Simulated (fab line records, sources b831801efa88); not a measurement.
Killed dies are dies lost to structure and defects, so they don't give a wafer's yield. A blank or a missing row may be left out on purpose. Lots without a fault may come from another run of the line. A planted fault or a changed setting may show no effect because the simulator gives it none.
Tool commonality check | flow gf180mcu | 13 lots, 45 wafers sampled

WHY IT WAS OPENED
At GF_V5_RS_MEAS_24 the reading V5_W_RS is flagged on 2 of 13 lots. Wafers without a fault read 0.326 ohm/sq, standard deviation 0.0032.
Rule: a lot is flagged when every wafer of it that has a number lies more than 4 standard deviations from that mean, or none has a number. The other lots count as sound.

lot  | measured     | on            | V5_W_RS (ohm/sq), wafer by wafer    | flag
L315 | day 27 05:22 | film_metro-04 | 0.323 0.324 0.325                   |
L316 | day 27 07:43 | film_metro-02 | 0.321 0.320 0.321                   |
L317 | day 28 01:20 | film_metro-03 | 0.328 0.328 0.332                   |
L318 | day 28 04:35 | film_metro-04 | 0.326 0.326 0.326                   |
L320 | day 28 16:49 | film_metro-03 | 0.324 0.327 0.326                   |
L321 | day 29 04:01 | film_metro-03 | 0.324 0.325 0.323                   |
L322 | day 29 15:37 | film_metro-04 | 0.553 0.557 0.563 0.554 0.557 0.564 | FLAGGED
L323 | day 29 18:35 | film_metro-02 | 0.560 0.559 0.555 0.560 0.559 0.554 | FLAGGED
L325 | day 30 13:55 | film_metro-03 | 0.328 0.326 0.323                   |
L335 | day 33 01:15 | film_metro-04 | 0.329 0.331 0.331                   |
L336 | day 33 04:01 | film_metro-03 | 0.330 0.328 0.328                   |
L337 | day 33 11:08 | film_metro-03 | 0.328 0.324 0.327                   |
L338 | day 33 17:44 | film_metro-02 | 0.325 0.322 0.329                   |
The numbers of the flagged lots are 0.558 ohm/sq on average: +0.232 ohm/sq against the usual, or +72 standard deviations.

WHICH TOOL RAN EACH LOT
The record holds 2 process steps before the reading, out of a route of 602 steps. In each cell: the tool, then ch and the chambers that the sampled wafers went through, then the start.
lot  | flag    | GF_V5_SPUTTER_22             | GF_V5_CVD_23
L315 |         | pvd_sputter-02, day 27 05:12 | cvd_w-01 ch 0,1, day 27 05:14
L316 |         | pvd_sputter-02, day 27 07:34 | cvd_w-01 ch 0,1, day 27 07:37
L317 |         | pvd_sputter-04, day 28 01:11 | cvd_w-01 ch 0,1, day 28 01:14
L318 |         | pvd_sputter-02, day 28 04:26 | cvd_w-01 ch 0,1, day 28 04:29
L320 |         | pvd_sputter-04, day 28 16:40 | cvd_w-01 ch 0, day 28 16:43
L321 |         | pvd_sputter-04, day 29 03:52 | cvd_w-02 ch 0,1, day 29 03:55
L322 | FLAGGED | pvd_sputter-04, day 29 15:27 | cvd_w-02 ch 0,1, day 29 15:29
L323 | FLAGGED | pvd_sputter-01, day 29 18:26 | cvd_w-02 ch 0, day 29 18:29
L325 |         | pvd_sputter-04, day 30 13:45 | cvd_w-01 ch 0,1, day 30 13:47
L335 |         | pvd_sputter-04, day 33 01:06 | cvd_w-02 ch 0,1, day 33 01:08
L336 |         | pvd_sputter-04, day 33 03:52 | cvd_w-02 ch 0,1, day 33 03:55
L337 |         | pvd_sputter-01, day 33 10:59 | cvd_w-01 ch 0,1, day 33 11:01
L338 |         | pvd_sputter-02, day 33 17:32 | cvd_w-02 ch 0,1, day 33 17:37
What these steps do:
- GF_V5_SPUTTER_22: material TiN, target thk 10 nm, time 40 s.
- GF_V5_CVD_23: deposits W, target thk 350 nm, time 104.9 s.
- GF_V5_RS_MEAS_24: measures by four-point-probe.

FLAGGED OVER TOTAL, TOOL BY TOOL (the gauges that took the reading come last)
step             | tool           | lots run | flagged | share of the flagged lots | sound lots run after its first flagged lot
GF_V5_SPUTTER_22 | pvd_sputter-01 | 2        | 1       | some                      | 1 (L337)
GF_V5_SPUTTER_22 | pvd_sputter-02 | 4        | 0       | none                      | -
GF_V5_SPUTTER_22 | pvd_sputter-04 | 7        | 1       | some                      | 3 (L325,L335,L336)
GF_V5_CVD_23     | cvd_w-01       | 7        | 0       | none                      | -
GF_V5_CVD_23     | cvd_w-02       | 6        | 2       | all                       | 3 (L335,L336,L338)
GF_V5_RS_MEAS_24 | film_metro-02  | 3        | 1       | some                      | 1 (L338)
GF_V5_RS_MEAS_24 | film_metro-03  | 6        | 0       | none                      | -
GF_V5_RS_MEAS_24 | film_metro-04  | 4        | 1       | some                      | 1 (L335)

WHAT THE TABLE ALLOWS
1 row of the table ran every flagged lot: cvd_w-02 at GF_V5_CVD_23.
- cvd_w-02 at GF_V5_CVD_23: 2 of its 6 lots flagged. Sound lots ran on it after the first flagged one (L335, L336, L338), which a lasting fault on the whole tool wouldn't allow. Its own readings lie more than 4 standard deviations out on every wafer of the flagged lots: chamber_pressure_Torr.
No row of the table ran every flagged lot and no sound lot after the first.

WHAT THE SIMULATOR HAD PUT IN
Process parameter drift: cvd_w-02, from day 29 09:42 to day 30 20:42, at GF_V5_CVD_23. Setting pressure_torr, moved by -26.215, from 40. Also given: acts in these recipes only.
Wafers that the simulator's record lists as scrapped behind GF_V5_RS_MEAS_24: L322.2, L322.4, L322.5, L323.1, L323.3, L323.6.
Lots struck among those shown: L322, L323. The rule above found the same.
